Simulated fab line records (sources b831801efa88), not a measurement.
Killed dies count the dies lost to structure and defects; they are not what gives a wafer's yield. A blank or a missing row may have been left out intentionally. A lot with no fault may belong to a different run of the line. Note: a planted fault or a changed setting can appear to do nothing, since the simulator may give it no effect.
Which tool was responsible?	flow sky130	21 wafers from 7 lots sampled at 4 of the route's 708 steps

## WHAT THE GAUGES SHOWED, per wafer
SKY_LDD_P_TW_MEAS_11.
lot	measured	on	LDD_P_TW
L355	day 20 04:20	film metro-03	642 644 642
L357	day 21 02:26	film metro-03	30 30 30
L358	day 21 10:45	film metro-02	30 30 30
L366	day 23 15:35	film metro-04	638 640 639
L368	day 24 15:23	film metro-04	641 646 644
L372	day 26 10:44	film metro-03	642 637 640
L374	day 27 07:30	film metro-04	643 642 641

## TOOL THAT RAN EACH LOT (tool first, then ch and the chambers of the sampled wafers, then the start)
lot	SKY_SONOS_ONO_STRIP_17	SKY_LDD_N_STRIP_16	SKY_LDD_P_STRIP_10
L355	plasma asher-01 ch 0,1, day 13 09:20	plasma asher-01 ch 0, day 18 21:58	plasma asher-04 ch 0,1, day 20 04:14
L357	plasma asher-01 ch 0,1, day 14 05:13	plasma asher-02 ch 0,1, day 19 20:10	plasma asher-04 ch 0,1, day 21 02:20
L358	plasma asher-03 ch 0,1, day 14 18:41	plasma asher-02 ch 0,1, day 20 04:18	plasma asher-04 ch 0,1, day 21 10:40
L366	plasma asher-02 ch 1, day 16 20:37	plasma asher-01 ch 0,1, day 22 09:43	plasma asher-01 ch 0,1, day 23 15:29
L368	plasma asher-02 ch 0,1, day 17 18:24	plasma asher-03 ch 0,1, day 23 08:43	plasma asher-03 ch 0,1, day 24 15:17
L372	plasma asher-02 ch 0,1, day 19 19:29	plasma asher-02 ch 0,1, day 25 04:40	plasma asher-04 ch 0,1, day 26 10:38
L374	plasma asher-03 ch 0,1, day 20 17:48	plasma asher-01 ch 0,1, day 26 02:40	plasma asher-01 ch 0,1, day 27 07:23
- SKY_SONOS_ONO_STRIP_17: strips in O2/N2.
- SKY_LDD_N_STRIP_16: strips in O2/N2.
- SKY_LDD_P_STRIP_10: strips in O2/N2.

## THE ANSWER, worked out from the rows above alone
Rule: what is usual is taken from the lots themselves. The widest of any qualifying gaps counts: lots, ordered by their means at a reading, are off when they make up no more than a third of the lots, leave a main group of 4 or more, and stand apart from it by 3 or more times the standard deviation of that group's means. Not used: any main group whose means are identical at the precision the tables above print for the reading. A lot without any number at a reading at which 4 lots or more have one is off too. Where the step has rows for the other lots, those lots are counted as sound.
Off: L357, L358, at SKY_LDD_P_TW_MEAS_11 (LDD_P_TW). The main group has a mean of 641 with a standard deviation of 1.8.
If a tool, at a process step before that reading, ran all the lots that are off and no sound lot after the first of them, it fits. Those tools and the gauges at SKY_LDD_P_TW_MEAS_11 are tried in the same way. Of those tried, none fits.

## WHAT THE SIMULATOR PUT IN
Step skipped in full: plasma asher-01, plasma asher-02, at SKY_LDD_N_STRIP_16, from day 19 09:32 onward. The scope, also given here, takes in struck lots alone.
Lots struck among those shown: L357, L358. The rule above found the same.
